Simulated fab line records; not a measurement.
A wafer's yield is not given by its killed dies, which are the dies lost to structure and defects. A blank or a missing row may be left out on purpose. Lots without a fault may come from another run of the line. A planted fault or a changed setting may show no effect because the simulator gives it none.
Code-filled problem report in 8D (eight disciplines) form | flow gf180mcu | the parts of the form that need people (team, actions taken, sign-off) are left out

1. WHAT WENT WRONG
Mean V2_W_RS at GF_V2_RS_MEAS_24: 0.247 ohm/sq over 6 wafers in 2 lots; fault-free wafers: 0.327 ohm/sq, standard deviation 0.0049. Relative to the usual mean, that is a shift of -16 standard deviations.
The step: measures by four-point-probe.
Seen first at day 26 14:22 on film-metro-02, wafer L328.1. At this step, 33 wafers from 11 lots have a number in the record. Rule for "out", or "out of limits": more than 4 standard deviations from the usual mean. The rest of the wafers with a number are treated as sound.

2. WHAT IT IS, AND WHAT IT ISN'T
question                    | is                           | is not
which readings at this step | V2_W_RS                      | -
which lots                  | L328, L330                   | L311, L312, L314, L316, L317, L318, L319, L329, L331
which wafers of those lots  | all that have a number       | -
read on which gauges        | film-metro-01, film-metro-02 | film-metro-04
when                        | from day 26 14:22            | up to then (21 sound wafers); but 6 sound wafers of L329, L331 came after

3. THE SUSPECTS, EACH WITH WHAT RULES IT OUT
Counting: a tool stays on the suspect list if, at a process step up to the reading, it processed all lots that are out and no sound lot following the first of them.
- the gauge at GF_V2_RS_MEAS_24 has been ruled out. The wafers that are out were read on 2 gauges (film-metro-01, film-metro-02).
- pvd-sputter-03 at GF_V2_SPUTTER_22 (material TiN, target thk 10 nm, time 40 s): kept. It processed each lot that is out, first L328 at day 26 14:13, and no sound lot thereafter; up to then, the last sound lot it processed was L319 at day 23 08:43.
- cvd-w-01 at GF_V2_CVD_23 (deposits W, target thk 350 nm, time 104.94 s): kept. It processed each lot that is out, first L328 at day 26 14:15, and no sound lot thereafter; up to then, the last sound lot it processed was L318 at day 23 01:33. On those wafers its own readings are out: susceptor-temp-C.
What counting leaves: pvd-sputter-03 at GF_V2_SPUTTER_22 and cvd-w-01 at GF_V2_CVD_23.

4. THE CAUSE (what the simulator had put in)
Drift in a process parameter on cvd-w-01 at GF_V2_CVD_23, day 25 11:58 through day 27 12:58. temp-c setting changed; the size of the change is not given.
Counting left 2 suspects, and this tool is among them.

5. SEQUENCE OF EFFECTS, ordered by route
Each row: a reading where the mean over the struck wafers with a number is more than 3 standard deviations away from the usual. Scope: only readings with a usual standard deviation given in the record; hours: median across lots of the time from each lot's start at the first step in this table that gives one to its start at this step; sigmas: change in usual standard deviations.
hours | step              | reading            | usual        | on struck wafers | change | sigmas
0     | GF_V2_CVD_23      | susceptor-temp-C   | 400.00 C     | 415.87           | +15.87 | +84
0     | GF_V2_RS_MEAS_24  | V2_W_RS            | 0.327 ohm/sq | 0.247            | -0.080 | -16
0     | GF_V2_THK_MEAS_25 | V2_W_THK           | 347 nm       | 458              | +110   | +18
0     | GF_V2_CMP_26      | time-to-endpoint-s | 86.0 s       | 111.1            | +25.1  | +9.0
Its process steps:
- GF_V2_CVD_23: deposits W, target thk 350 nm, time 104.94 s.
- GF_V2_CMP_26: polishes, stops on SiO2, t overpolish 15 s, target thk 0 nm.

6. HOW IT WOULD HAVE BEEN CAUGHT EARLIER
In this record the first reading out of limits at a measuring or inspecting step was taken at day 26 14:22, 26 hours after the fault began at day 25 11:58.
The tool's own readings at GF_V2_CVD_23 were out on every struck wafer that the step has a row for (susceptor-temp-C): an alarm limit on them would have fired on the first of those.
L330, from the lots that are out (2), started GF_V2_CVD_23 on cvd-w-01 later than day 26 14:22. Putting the tool on hold at that point would have spared it.
